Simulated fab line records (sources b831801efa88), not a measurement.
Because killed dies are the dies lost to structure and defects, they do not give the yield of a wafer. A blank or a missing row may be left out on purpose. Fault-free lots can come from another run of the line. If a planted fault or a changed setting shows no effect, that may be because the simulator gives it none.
Matching of chambers | flow sky130 | 4 sister chambers for SKY_METAL3_ETCH_17 on rie-diel-03
The step etches SiO2 in C4F8/O2/Ar, stops on TiN, time 3.9 s, target depth 15 nm. 18 wafers are shown with their chamber, then 9 later ones without.

== EACH WAFER AND ITS CHAMBER ==
wafer  | chamber | oes-product-au (a.u.)
L074.2 | 2       | 0.766
L074.3 | 0       | 0.757
L074.5 | 1       | 0.765
L075.2 | 1       | 0.756
L075.3 | 2       | 0.750
L075.6 | 1       | 0.764
L078.2 | 1       | 0.744
L078.3 | 0       | 0.755
L078.4 | 3       | 0.760
L084.2 | 0       | 0.759
L084.4 | 3       | 0.764
L084.5 | 1       | 0.750
L087.1 | 1       | 0.756
L087.2 | 3       | 0.759
L087.5 | 3       | 0.759
L088.1 | 0       | 0.749
L088.3 | 1       | 0.756
L088.6 | 2       | 0.755

SIGNATURES, as means of the wafers listed above
reading        | chamber 0 | chamber 1 | chamber 2 | chamber 3 | scatter within a chamber
oes-product-au | 0.75500   | 0.75586   | 0.75700   | 0.76050   | 0.00616
Rule: for a wafer and a chamber, the distance is found by dividing, reading by reading, the gap between the wafer's reading and the chamber's mean by the reading's scatter, squaring, summing and taking the root. The wafer belongs to the nearest chamber; if the next one is less than 2 further off, it can't be placed. How the scatter is found: for the shown wafers, subtract from each reading the mean of its chamber, square and add these, divide the total by (wafers less chambers), then take the root.

== WAFERS MISSING THEIR CHAMBER ==
wafer  | oes-product-au (a.u.)
L089.3 | 0.761
L089.5 | 0.766
L089.6 | 0.753
L096.1 | 0.761
L096.2 | 0.754
L096.5 | 0.761
L097.3 | 0.756
L097.5 | 0.762
L097.6 | 0.764

== THE CHAMBER EACH PASSED THROUGH ==
wafer  | from the rows above               | in truth
L089.3 | can't be placed: 3 or 2 or 1 or 0 | 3
L089.5 | can't be placed: 3 or 2 or 1 or 0 | 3
L089.6 | can't be placed: 0 or 1 or 2 or 3 | 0
L096.1 | can't be placed: 3 or 2 or 1 or 0 | 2
L096.2 | can't be placed: 0 or 1 or 2 or 3 | 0
L096.5 | can't be placed: 3 or 2 or 1 or 0 | 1
L097.3 | can't be placed: 1 or 0 or 2 or 3 | 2
L097.5 | can't be placed: 3 or 2 or 1 or 0 | 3
L097.6 | can't be placed: 3 or 2 or 1 or 0 | 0
Correctly placed: 0 of 9. Not placeable from these rows: 9 (in 9, the candidates include the true chamber). Wrongly placed: 0.
